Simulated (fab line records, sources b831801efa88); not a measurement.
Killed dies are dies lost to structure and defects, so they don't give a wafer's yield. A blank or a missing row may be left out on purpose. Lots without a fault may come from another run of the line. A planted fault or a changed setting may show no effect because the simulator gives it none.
Chamber matching | flow gf180mcu | GF_V3_ETCH_16 on rie_diel-04: 4 sister chambers
The step etches BARC in N2/H2. 7 wafers are shown with their chamber, then 7 later ones without.

WAFERS WITH THEIR CHAMBER
wafer  | chamber | oes_product_au (a.u.) | throttle_valve_pct (%)
L267.3 | 2       | 0.853                 | 13.220
L270.5 | 1       | 0.853                 | 13.231
L271.1 | 1       | 0.852                 | 13.205
L271.3 | 0       | 0.858                 | 13.240
L271.6 | 3       | 0.856                 | 13.212
L273.1 | 0       | 0.853                 | 13.217
L273.4 | 3       | 0.855                 | 13.220

WAFERS WITHOUT THEIR CHAMBER
wafer  | oes_product_au (a.u.) | throttle_valve_pct (%)
L273.6 | 0.862                 | 13.210
L285.1 | 0.858                 | 13.230
L285.4 | 0.856                 | 13.234
L285.6 | 0.855                 | 13.228
L287.1 | 0.851                 | 13.204
L287.3 | 0.860                 | 13.222
L287.4 | 0.859                 | 13.220

WHICH CHAMBER EACH WENT THROUGH
wafer  | from the rows above               | in truth
L273.6 | can't be placed: 3 or 0 or 2 or 1 | 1
L285.1 | can't be placed: 0 or 3 or 2 or 1 | 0
L285.4 | can't be placed: 0 or 3 or 2 or 1 | 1
L285.6 | can't be placed: 0 or 3 or 2 or 1 | 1
L287.1 | can't be placed: 1 or 2 or 3 or 0 | 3
L287.3 | can't be placed: 3 or 0 or 2 or 1 | 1
L287.4 | can't be placed: 3 or 0 or 2 or 1 | 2
Placed correctly: 0 of 7. Can't be placed from these rows: 7 (the true chamber is among the candidates in 7). Placed wrongly: 0.
How it was worked out, from the rows above alone: a wafer's distance from a chamber is the root of the sum, over the readings, of the square of ((its reading less the chamber's mean) divided by the reading's scatter). The wafer belongs to the nearest chamber; if the next one is less than 2 further off, it can't be placed. A chamber's mean is the mean of its shown wafers. The scatter: the root of (the sum of the squares of (reading less its chamber's mean) over the shown wafers, divided by (wafers less chambers)).
